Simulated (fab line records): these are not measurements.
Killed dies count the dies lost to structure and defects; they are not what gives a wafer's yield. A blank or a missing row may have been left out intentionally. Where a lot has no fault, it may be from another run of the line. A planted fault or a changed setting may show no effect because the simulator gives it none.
Struck lot and sound lot, side by side / flow gf180mcu / 14 steps out of a route of 602
Sound: these wafers, L730.1, L730.2, L730.6. Wafers L733.1, L733.2, L733.4 were the ones struck. At the end, the cause is stated.
Per side, at each step with rows, come the tool, then ch with its chambers, and then its first start. Under that, the readings that differ: sound wafers / struck wafers / difference of the means / sigmas: that difference in standard deviations of wafers without a fault.
alike: same words and numbers on both sides, and readings whose means sit less than 2 such deviations apart. not compared: any withheld reading, any reading some wafer has no value for, any bound like >300 that may hide the same value, and any number with overlapping values for which the record gives no deviation.
The two part at a step that has a row with sigmas, a row that says differs or no value, or rows on one side only. When numbers do not overlap yet have no deviation, they are printed without sigmas and do not part them. Lack of a reading on every wafer of one side parts them only where that side has two or more wafers.

first, 2 steps without rows for these wafers: GF_LVPWELL_PEB_05; GF_LVPWELL_DEVELOP_06 (develop time 60 s).
GF_LVPWELL_OVL_MEAS_07:
  sound on overlay-02, day 4 23:58; struck on overlay-01, day 5 16:37
  alike: LVPWELL_OVL
then, 2 steps without rows for these wafers: GF_LVPWELL_IMPLANT_08; GF_LVPWELL_IMPLANT_09.
GF_LVPWELL_STRIP_10: strips in O2/N2.
  sound on plasma asher-03 ch 0,1, day 5 00:17; struck on plasma asher-01 ch 0,1, day 5 16:56
  alike: drypump motor current A, heater power w, o2 flow sccm, oes product au, platen temp c, strip time to endpoint s
  not compared: rf hours counter h
GF_LVPWELL_TW_MEAS_11:
  sound on film metro-04, day 5 00:23; struck on film metro-01, day 5 17:02
  alike: LVPWELL_TW
then, 5 steps without rows for these wafers: GF_MVSD_DEHYDRATE_00 (time 60 s); GF_MVSD_HMDS_01 (prime time 60 s); GF_MVSD_COAT_02 (resist thk 3000 nm); GF_MVSD_SOFTBAKE_03; GF_MVSD_EXPOSE_04 (exposes mask MVSD, target cd 1000 nm).
GF_MVSD_PEB_05:
  struck on litho track-03, day 6 07:00; sound on litho track-02 ch 0, day 5 14:00
  no value came back on the struck wafers for chill plate temp C (C), exhaust pa (Pa); on the sound wafers chill plate temp C (C) reads 23.04 23.19 23.03
then, 1 step without rows for these wafers: GF_MVSD_DEVELOP_06 (develop time 60 s).

## WHERE THEY PART
Within this record, at GF_MVSD_PEB_05 only.

WHY: what had been put in by the simulator
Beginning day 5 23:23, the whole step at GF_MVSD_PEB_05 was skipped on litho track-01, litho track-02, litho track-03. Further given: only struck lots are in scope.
